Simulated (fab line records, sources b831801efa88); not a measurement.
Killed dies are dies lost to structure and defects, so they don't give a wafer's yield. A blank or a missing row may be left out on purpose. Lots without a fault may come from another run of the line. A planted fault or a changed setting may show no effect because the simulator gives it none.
Which tool did it? | flow gf180mcu | 11 lots, 33 wafers sampled, at 4 steps of a route of 602

WHAT THE GAUGES READ, wafer by wafer
GF_M2_CD_MEAS_14: target cd 280 nm.
lot  | measured     | on        | cd_nm (nm)
L638 | day 19 12:29 | cd_sem-01 | 281.1 279.8 279.2
L639 | day 19 22:29 | cd_sem-02 | 279.5 279.9 279.8
L641 | day 20 22:24 | cd_sem-02 | 280.3 279.3 279.6
L642 | day 21 05:06 | cd_sem-02 | 281.4 281.5 281.3
L643 | day 21 11:34 | cd_sem-02 | 281.9 280.8 282.5
L644 | day 21 21:17 | cd_sem-02 | 279.2 279.3 278.6
L645 | day 22 07:15 | cd_sem-01 | 278.9 279.2 280.7
L646 | day 22 16:13 | cd_sem-01 | 279.9 281.3 280.1
L651 | day 24 21:19 | cd_sem-02 | 278.3 274.5 232.6 278.0 274.0 232.7
L659 | day 27 03:43 | cd_sem-02 | 278.6 278.7 278.3
L660 | day 27 06:23 | cd_sem-01 | 278.9 278.8 278.4

WHICH TOOL RAN EACH LOT (tool, then ch and the chambers of the sampled wafers, then the start)
lot  | GF_M2_SPUTTER_02             | GF_M2_SPUTTER_04             | GF_M2_EXPOSE_11
L638 | pvd_sputter-01, day 18 12:01 | pvd_sputter-01, day 18 12:04 | krf_scanner-01 ch 0, day 19 00:37
L639 | pvd_sputter-02, day 18 22:20 | pvd_sputter-02, day 18 22:23 | krf_scanner-01 ch 0, day 19 10:50
L641 | pvd_sputter-03, day 19 21:47 | pvd_sputter-03, day 19 21:50 | krf_scanner-02 ch 0, day 20 10:36
L642 | pvd_sputter-03, day 20 04:44 | pvd_sputter-03, day 20 04:47 | krf_scanner-02 ch 0, day 20 16:51
L643 | pvd_sputter-01, day 20 11:43 | pvd_sputter-01, day 20 11:46 | krf_scanner-02 ch 0, day 20 23:37
L644 | pvd_sputter-01, day 20 21:18 | pvd_sputter-01, day 20 21:21 | krf_scanner-02 ch 0, day 21 09:38
L645 | pvd_sputter-03, day 21 07:08 | pvd_sputter-03, day 21 07:11 | krf_scanner-01 ch 0, day 21 19:31
L646 | pvd_sputter-02, day 21 16:38 | pvd_sputter-02, day 21 16:41 | krf_scanner-01 ch 0, day 22 05:07
L651 | pvd_sputter-02, day 23 23:00 | pvd_sputter-02, day 23 23:03 | krf_scanner-02 ch 0, day 24 10:29
L659 | pvd_sputter-01, day 26 07:01 | pvd_sputter-01, day 26 07:04 | krf_scanner-02 ch 0, day 26 17:34
L660 | pvd_sputter-02, day 26 09:56 | pvd_sputter-02, day 26 09:59 | krf_scanner-01 ch 0, day 26 20:40
- GF_M2_SPUTTER_02: material AlCu, target thk 450 nm, time 23.9 s.
- GF_M2_SPUTTER_04: material TiN, target thk 50 nm, time 41.7 s.
- GF_M2_EXPOSE_11: exposes mask Metal2, target cd 280 nm.

THE ANSWER, worked out from the rows above alone
Rule: what is usual is taken from the lots themselves. Put in order of their means at a reading, lots are off if they are a third of the lots or fewer, leave a main group of 4 or more, and stand apart from it by a gap of 3 or more times the standard deviation of the main group's means; of several such gaps the widest counts. A main group whose means are all the same, to the digits that the tables above print for the reading, isn't used. A lot without any number at a reading at which 4 lots or more have one is off too. The other lots that the step has rows for count as sound.
Off: L651, at GF_M2_CD_MEAS_14 (cd_nm). The main group: mean 279.9 nm, standard deviation 1.
A tool fits if, at a process step before that reading, it ran every lot that is off, and no sound lot after the first of them. The gauges at GF_M2_CD_MEAS_14 are tried like those tools. None of those tried fits.

WHAT THE SIMULATOR HAD PUT IN
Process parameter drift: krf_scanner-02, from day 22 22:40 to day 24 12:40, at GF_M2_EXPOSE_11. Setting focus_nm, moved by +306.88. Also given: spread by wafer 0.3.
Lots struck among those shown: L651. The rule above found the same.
